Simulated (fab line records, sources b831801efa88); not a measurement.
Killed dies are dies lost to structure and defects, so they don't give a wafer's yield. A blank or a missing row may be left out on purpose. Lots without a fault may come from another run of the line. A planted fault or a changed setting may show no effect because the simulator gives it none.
Which tool did it? | flow sky130 | 12 lots, 33 wafers sampled, at 5 steps of a route of 708

WHAT THE GAUGES READ, wafer by wafer
The record holds no reading of a measuring or inspecting step that can be judged against a usual standard deviation.

WHICH TOOL RAN EACH LOT (tool, then ch and the chambers of the sampled wafers, then the start)
lot  | SKY_METAL4_SPUTTER_02        | SKY_CAP2M_METAL_ETCH_13           | SKY_METAL4_SOFTBAKE_09            | SKY_METAL4_METAL_ETCH_18          | SKY_PAD_OPEN_PROBE_99
L399 | pvd_sputter-01, day 39 22:19 | rie_metal-03 ch 0,1, day 40 22:49 | litho_track-01 ch 0, day 41 11:00 | rie_metal-02 ch 0,1, day 41 23:11 | -
L402 | pvd_sputter-03, day 40 18:50 | rie_metal-01 ch 0,1, day 41 18:58 | litho_track-04 ch 0, day 42 06:00 | rie_metal-03 ch 0,1, day 42 18:42 | -
L404 | pvd_sputter-03, day 41 11:17 | rie_metal-01 ch 0,1, day 42 10:46 | litho_track-04 ch 0, day 42 23:00 | rie_metal-04 ch 0, day 43 10:57   | -
L407 | pvd_sputter-02, day 42 02:32 | rie_metal-01 ch 1, day 43 01:28   | litho_track-01 ch 0, day 43 12:00 | rie_metal-04 ch 0,1, day 44 00:39 | prober-02, day 47 18:49
L410 | pvd_sputter-03, day 42 14:18 | rie_metal-03 ch 0,1, day 43 12:59 | litho_track-01 ch 0, day 44 01:00 | rie_metal-02 ch 0,1, day 44 12:44 | prober-02, day 48 05:21
L409 | pvd_sputter-03, day 42 18:21 | rie_metal-01 ch 1, day 43 17:28   | litho_track-04 ch 0, day 44 05:00 | rie_metal-03 ch 0,1, day 44 20:00 | -
L415 | pvd_sputter-02, day 44 08:32 | rie_metal-01 ch 0, day 45 05:25   | litho_track-02 ch 0, day 45 17:00 | rie_metal-02 ch 1, day 46 03:52   | -
L416 | pvd_sputter-02, day 44 22:16 | rie_metal-02 ch 0,1, day 45 19:28 | litho_track-04 ch 0, day 46 05:00 | rie_metal-02 ch 0, day 46 16:09   | -
L417 | pvd_sputter-01, day 45 00:07 | rie_metal-02 ch 1, day 45 21:29   | litho_track-04 ch 0, day 46 08:00 | rie_metal-02 ch 1, day 46 20:02   | -
L420 | pvd_sputter-03, day 45 12:31 | rie_metal-03 ch 0,1, day 46 09:55 | litho_track-01 ch 0, day 46 20:00 | rie_metal-02 ch 0,1, day 47 07:08 | -
L421 | pvd_sputter-01, day 45 20:58 | rie_metal-03 ch 0,1, day 46 17:32 | litho_track-02 ch 0, day 47 04:00 | rie_metal-02 ch 0,1, day 47 14:12 | -
L422 | pvd_sputter-01, day 46 00:25 | rie_metal-01 ch 0,1, day 46 21:19 | litho_track-01 ch 0, day 47 07:00 | rie_metal-03 ch 0,1, day 47 17:52 | -
- SKY_METAL4_SPUTTER_02: material AlCu, target thk 735 nm, time 39.1 s.
- SKY_CAP2M_METAL_ETCH_13: etches TiN in Cl2/BCl3, stops on SiO2, target depth 220 nm, time 62.9 s.
- SKY_METAL4_SOFTBAKE_09: time 90 s.
- SKY_METAL4_METAL_ETCH_18: etches the open film in Cl2/BCl3, stops on SiO2, target depth 845 nm, time 183.1 s.
- SKY_PAD_OPEN_PROBE_99

WHAT THE TOOLS THEMSELVES READ (means of the sampled wafers that have a number; where no wafer has one, the mark that the record gives instead)
SKY_METAL4_SPUTTER_02.
lot  | tool           | throttle_valve_pct (%)
L399 | pvd_sputter-01 | 29.2
L402 | pvd_sputter-03 | 30.3
L404 | pvd_sputter-03 | 31.0
L407 | pvd_sputter-02 | 30.5
L410 | pvd_sputter-03 | 30.7
L409 | pvd_sputter-03 | 29.9
L415 | pvd_sputter-02 | 30.2
L416 | pvd_sputter-02 | 30.2
L417 | pvd_sputter-01 | 28.8
L420 | pvd_sputter-03 | 30.5
L421 | pvd_sputter-01 | 29.8
L422 | pvd_sputter-01 | 29.6

SKY_CAP2M_METAL_ETCH_13.
lot  | tool         | drypump_motor_current_A (A) | oes_product_au (a.u.) | throttle_valve_pct (%)
L399 | rie_metal-03 | 5.72                        | 0.949                 | 21.898
L402 | rie_metal-01 | 5.65                        | 0.948                 | 21.886
L404 | rie_metal-01 | 5.48                        | 0.946                 | 21.907
L407 | rie_metal-01 | 5.32                        | 0.944                 | 21.901
L410 | rie_metal-03 | 5.67                        | 0.945                 | 21.893
L409 | rie_metal-01 | 5.33                        | 0.946                 | 21.898
L415 | rie_metal-01 | 5.78                        | 0.935                 | 21.910
L416 | rie_metal-02 | 5.25                        | 0.940                 | 21.910
L417 | rie_metal-02 | 5.45                        | 0.947                 | 21.898
L420 | rie_metal-03 | 5.66                        | 0.950                 | 21.890
L421 | rie_metal-03 | 5.75                        | 0.947                 | 21.900
L422 | rie_metal-01 | 5.64                        | 0.942                 | 21.906

SKY_METAL4_SOFTBAKE_09.
lot  | tool           | heater_power_total_W (W) | plate_temp_C (C)
L399 | litho_track-01 | 57.23                    | 100.09
L402 | litho_track-04 | 57.29                    | 100.03
L404 | litho_track-04 | 57.25                    | 100.13
L407 | litho_track-01 | 57.37                    | 99.97
L410 | litho_track-01 | 57.29                    | 100.21
L409 | litho_track-04 | 57.31                    | 100.07
L415 | litho_track-02 | 57.53                    | 100.03
L416 | litho_track-04 | 57.86                    | 100.62
L417 | litho_track-04 | 57.76                    | 100.58
L420 | litho_track-01 | 57.36                    | 100.10
L421 | litho_track-02 | 57.29                    | 99.99
L422 | litho_track-01 | 57.39                    | 99.79

SKY_METAL4_METAL_ETCH_18.
lot  | tool         | drypump_motor_current_A (A) | oes_product_au (a.u.) | throttle_valve_pct (%)
L399 | rie_metal-02 | 5.22                        | 0.864                 | 22.272
L402 | rie_metal-03 | 5.65                        | 0.867                 | 22.259
L404 | rie_metal-04 | 4.85                        | 0.877                 | 22.268
L407 | rie_metal-04 | 5.12                        | 0.866                 | 22.268
L410 | rie_metal-02 | 5.34                        | 0.860                 | 22.258
L409 | rie_metal-03 | 5.69                        | 0.861                 | 22.264
L415 | rie_metal-02 | 5.44                        | 0.867                 | 22.265
L416 | rie_metal-02 | 5.11                        | 0.864                 | 22.270
L417 | rie_metal-02 | 5.46                        | 0.865                 | 22.266
L420 | rie_metal-02 | 5.24                        | 0.863                 | 22.272
L421 | rie_metal-02 | 5.21                        | 0.865                 | 22.265
L422 | rie_metal-03 | 5.64                        | 0.866                 | 22.270

SKY_PAD_OPEN_PROBE_99.
lot  | tool      | defect_limited_yield (%) | killed_at_M0_to_M3 | killed_at_M4_up | killed_at_contacts | killed_at_front_end | killed_at_other | killed_dies | killed_open | killed_short | sort_bin_3_pad_short (%) | sort_bin_5_function (%) | sort_bin_6_memory (%) | sort_n_pass | sort_yield_pct (%)
L407 | prober-02 | 82.3                     | 37                 | 5.0             | 29                 | 15                  | 1.3             | 87          | 46          | 40           | 0.7                      | 11.1                    | 6.0                   | 405         | 82.3
L410 | prober-02 | 81.6                     | 44                 | 4.7             | 26                 | 16                  | 0.0             | 91          | 49          | 41           | 0.9                      | 11.1                    | 6.4                   | 401         | 81.6

THE ANSWER, worked out from the rows above alone
Rule: what is usual is taken from the lots themselves. Put in order of their means at a reading, lots are off if they are a third of the lots or fewer, leave a main group of 4 or more, and stand apart from it by a gap of 3 or more times the standard deviation of the main group's means; of several such gaps the widest counts. A main group whose means are all the same, to the digits that the tables above print for the reading, isn't used. A lot without any number at a reading at which 4 lots or more have one is off too. The other lots that the step has rows for count as sound. The gauges are gone through in route order, then the tools' own readings, and for those a lot's mean is taken as printed above. The first step at which some lot is off is used, and at that step the reading that is off furthest; a lot without a number counts as furthest.
Off: L416, L417, at SKY_METAL4_SOFTBAKE_09 (plate_temp_C). The main group: mean 100.04 C, standard deviation 0.11.
A tool fits if, at that step or a process step before it, it ran every lot that is off, and no sound lot after the first of them. Can't be told from this: 2 tools fit, rie_metal-02 at SKY_CAP2M_METAL_ETCH_13, litho_track-04 at SKY_METAL4_SOFTBAKE_09.

WHAT THE SIMULATOR HAD PUT IN
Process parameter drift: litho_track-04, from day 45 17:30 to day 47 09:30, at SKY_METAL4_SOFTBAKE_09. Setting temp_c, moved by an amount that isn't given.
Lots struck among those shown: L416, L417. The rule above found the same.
